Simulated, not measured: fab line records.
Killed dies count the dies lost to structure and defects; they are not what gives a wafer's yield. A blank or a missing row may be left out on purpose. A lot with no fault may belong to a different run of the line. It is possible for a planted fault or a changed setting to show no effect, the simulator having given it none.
Struck lot and sound lot, side by side + flow sky130 + 35 out of 708 route steps
Sound: these wafers, L823.2, L823.3, L823.6. Struck: wafer L835.3. (L835.5, L835.6 of the same lot were not struck and are left out.) The cause comes at the end.
Each step with rows lists, per side, the tool, then ch with its chambers, then its first start. Under that, the readings that differ: sound wafers + struck wafers + difference of the means + sigmas: that difference in standard deviations of wafers without a fault.
alike: same words and numbers on both sides, and readings whose means sit less than 2 such deviations apart. not compared: any withheld reading, any reading some wafer has no value for, any bound like >300 that may hide the same value, and any number with overlapping values for which the record gives no deviation.
A row with sigmas, a row that says differs or no value, or rows on one side alone: a step with any of these is where the two part. Numbers that have no deviation but don't overlap get no sigmas and don't part them. Lack of a reading on every wafer of one side parts them only where that side has two or more wafers.

first, 4 steps without rows for these wafers: SKY_METAL5_SOFTBAKE_10 (time 60 s); SKY_METAL5_EXPOSE_11 (exposes mask MM5, target cd 1600 nm); SKY_METAL5_PEB_12; SKY_METAL5_DEVELOP_13 (develop time 60 s).
SKY_METAL5_DESCUM_14: chemistry O2, time 11 s.
  sound on rie metal-04 ch 0,1, day 45 16:07; struck on rie metal-02 ch 0, day 48 17:28
  alike: drypump motor current A, oes product au
  not compared: rf hours counter h
SKY_METAL5_METAL_ETCH_15: etches the open film in Cl2/BCl3, stops on SiO2, target depth 1260 nm, time 252 s.
  sound on rie metal-04 ch 0,1, day 45 16:08; struck on rie metal-02 ch 0, day 48 17:34
  alike: drypump motor current A, oes product au, throttle valve pct
  not compared: rf hours counter h
SKY_METAL5_STRIP_16: strips in O2/N2.
  sound on plasma asher-02 ch 0,1, day 45 16:23; struck on plasma asher-04 ch 1, day 48 17:46
  alike: drypump motor current A, oes product au, strip time to endpoint s
  not compared: rf hours counter h
then, 3 steps without rows for these wafers: SKY_METAL5_STRIP_17 (strips in post etch residue remover, time 1200 s); SKY_METAL5_CLEAN_18 (cleans in IPA, time 180 s); SKY_METAL5_CLEAN_19 (cleans in O3/DIW).
SKY_PASSIVATION_CVD_00: deposits SiO2, target thk 90 nm.
  sound on pecvd-02 ch 0,1,2, day 45 16:58; struck on pecvd-01 ch 2, day 48 18:19
  alike: heater power w
SKY_PASSIVATION_THK_MEAS_01:
  sound on film metro-02, day 45 17:00; struck on film metro-04, day 48 18:22
  alike: PASSIVATION_CVD_00_THK
SKY_PASSIVATION_CVD_02: deposits Si3N4, target thk 540 nm.
  sound on pecvd-03 ch 0,1,2, day 45 17:03; struck on pecvd-03 ch 0, day 48 18:24
| reading                                       | sound             | struck | difference | sigmas |
|-----------------------------------------------|-------------------|--------|------------|--------|
| model.Si3N4_of_PASSIVATION_CVD_02.thk nm (nm) | 539.2 543.1 550.3 | 761.9  | +217.7     |        |
  alike: heater power w
SKY_PASSIVATION_THK_MEAS_03:
  sound on film metro-04, day 45 17:17; struck on film metro-03, day 48 18:39
| reading                     | sound       | struck | difference | sigmas |
|-----------------------------|-------------|--------|------------|--------|
| PASSIVATION_CVD_02_THK (nm) | 540 543 550 | 762    | +218       | +34    |
then, 7 steps without rows for these wafers: SKY_PASSIVATION_DEHYDRATE_04 (time 60 s); SKY_PASSIVATION_HMDS_05 (prime time 60 s); SKY_PASSIVATION_COAT_06 (resist thk 3000 nm); SKY_PASSIVATION_SOFTBAKE_07; SKY_PASSIVATION_EXPOSE_08 (exposes mask NSM, target cd 3000 nm); SKY_PASSIVATION_PEB_09; SKY_PASSIVATION_DEVELOP_10 (develop time 60 s).
SKY_PASSIVATION_ETCH_11: etches the open film in CF4/O2, stops on AlCu, target depth 725 nm, time 161.1 s.
  sound on rie diel-02 ch 0,1,3, day 46 13:53; struck on rie diel-04 ch 0, day 49 12:13
| reading                     | sound       | struck | difference | sigmas |
|-----------------------------|-------------|--------|------------|--------|
| drypump motor current A (A) | 5.8 4.9 5.6 | 6.4    | +1.0       | +2     |
  alike: oes product au, throttle valve pct
  not compared: rf hours counter h, model.PASSIVATION.feature depth nm, model.etch.depth nm
SKY_PASSIVATION_STRIP_12: strips in O2/N2.
  sound on plasma asher-01 ch 0,1, day 46 13:59; struck on plasma asher-02 ch 1, day 49 12:21
  alike: drypump motor current A, oes product au, strip time to endpoint s
  not compared: rf hours counter h
then, 7 steps without rows for these wafers: SKY_PAD_OPEN_DEHYDRATE_00 (time 60 s); SKY_PAD_OPEN_HMDS_01 (prime time 60 s); SKY_PAD_OPEN_COAT_02 (resist thk 3000 nm); SKY_PAD_OPEN_SOFTBAKE_03; SKY_PAD_OPEN_EXPOSE_04 (exposes mask PDM, target cd 60000 nm); SKY_PAD_OPEN_PEB_05; SKY_PAD_OPEN_DEVELOP_06 (develop time 60 s).
SKY_PAD_OPEN_ETCH_07: etches the open film in CF4/O2, stops on AlCu, target depth 725 nm, time 161.1 s.
  sound on rie diel-03 ch 1,2,3, day 47 11:34; struck on rie diel-02 ch 3, day 50 04:44
  alike: drypump motor current A, oes product au, throttle valve pct
  not compared: rf hours counter h, model.etch.depth nm, model.PAD_OPEN.feature depth nm
then, 1 step without rows for these wafers: SKY_PAD_OPEN_STRIP_08 (strips in O2/N2).
SKY_PAD_OPEN_STRIP_09: strips in post etch residue remover, time 1200 s.
  sound on wet bench-02 ch 0, day 47 11:46; struck on wet bench-04 ch 3, day 50 04:56
| reading                                       | sound           | struck | difference | sigmas |
|-----------------------------------------------|-----------------|--------|------------|--------|
| model.Si3N4_of_PASSIVATION_CVD_02.thk nm (nm) | 538.8 542.7 550 | 761.5  | +217.7     |        |
  alike: bath heat duty pct
then, 1 step without rows for these wafers: SKY_PAD_OPEN_CLEAN_10 (cleans in IPA, time 180 s).
SKY_PAD_OPEN_PROBE_99:
  sound on prober-02, day 47 13:56; struck on prober-02, day 50 07:09
| reading                  | sound          | struck | difference | sigmas      |
|--------------------------|----------------|--------|------------|-------------|
| defect limited yield (%) | 82.3 85.0 83.1 | 64.8   | -18.7      | -9          |
| killed at other          | 0 0 0          | 86     | +86        | +99 or more |
| killed dies              | 87 74 83       | 173    | +92        | +9          |
| sort_bin_5_function (%)  | 9.8 8.1 9.1    | 27.4   | +18.4      | +12         |
| sort n pass              | 405 418 409    | 319    | -92        | -9          |
| sort yield pct (%)       | 82.3 85.0 83.1 | 64.8   | -18.7      | -9          |
  alike: killed_at_M0_to_M3, killed_at_M4_up, killed at contacts, killed at front end, killed open, killed short, sort_bin_3_pad_short, sort_bin_6_memory

== WHERE THEY PART ==
First at SKY_PASSIVATION_THK_MEAS_03; last, within this record, at SKY_PAD_OPEN_PROBE_99.

WHY: the cause the simulator had injected
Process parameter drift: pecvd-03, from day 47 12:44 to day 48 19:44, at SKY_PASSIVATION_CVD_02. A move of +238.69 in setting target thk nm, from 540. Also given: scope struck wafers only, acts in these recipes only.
